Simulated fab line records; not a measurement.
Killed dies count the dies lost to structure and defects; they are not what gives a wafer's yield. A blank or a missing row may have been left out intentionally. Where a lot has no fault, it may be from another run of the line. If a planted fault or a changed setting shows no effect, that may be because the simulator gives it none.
Matching of chambers | flow gf180mcu | GF_CONTACT_CMP_27 on cmp-01: 4 sister chambers
The step polishes, stops on SiO2, t overpolish 15 s, target thk 0 nm. 7 wafers are shown with their chamber, then 7 later ones without.

## EACH WAFER AND ITS CHAMBER
wafer  | chamber | motor_current_A (A) | time_to_endpoint_s (s)
L713.3 | 0       | 11.6                | 70
L713.4 | 3       | 10.4                | 76
L724.3 | 0       | 11.2                | 69
L724.4 | 1       | 11.8                | 70
L724.5 | 2       | 10.2                | 72
L726.1 | 2       | 10.2                | 73
L726.3 | 1       | 12.1                | 70

## WAFERS MISSING THEIR CHAMBER
wafer  | motor_current_A (A) | time_to_endpoint_s (s)
L726.6 | 12.1                | 70
L728.2 | 11.8                | 68
L728.3 | 12.0                | 67
L728.4 | 9.5                 | 69
L730.3 | 11.9                | 74
L730.4 | 10.4                | 76
L730.6 | 11.0                | 78

## WHICH CHAMBER EACH WENT THROUGH
wafer  | from the rows above               | in truth
L726.6 | 1                                 | 1
L728.2 | can't be placed: 0 or 1           | 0
L728.3 | can't be placed: 1 or 0           | 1
L728.4 | 2                                 | 2
L730.3 | can't be placed: 1 or 3 or 0 or 2 | 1
L730.4 | 3                                 | 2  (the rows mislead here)
L730.6 | 3                                 | 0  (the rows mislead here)
Correct placement for 2 of the 7. From these rows, 3 cannot be placed; in 3 the true chamber is one of the candidates. 2 placed wrongly.
How it was worked out, from the rows above alone: a wafer's distance from a chamber is the root of the sum, over the readings, of the square of ((its reading less the chamber's mean) divided by the reading's scatter). The wafer belongs to the nearest chamber; if the next one is less than 2 further off, it can't be placed. For every chamber, the mean is computed from those of its wafers that are shown. The scatter: take each reading less its chamber's mean, square it, sum over the shown wafers, divide by the number of wafers less the number of chambers, and take the root.
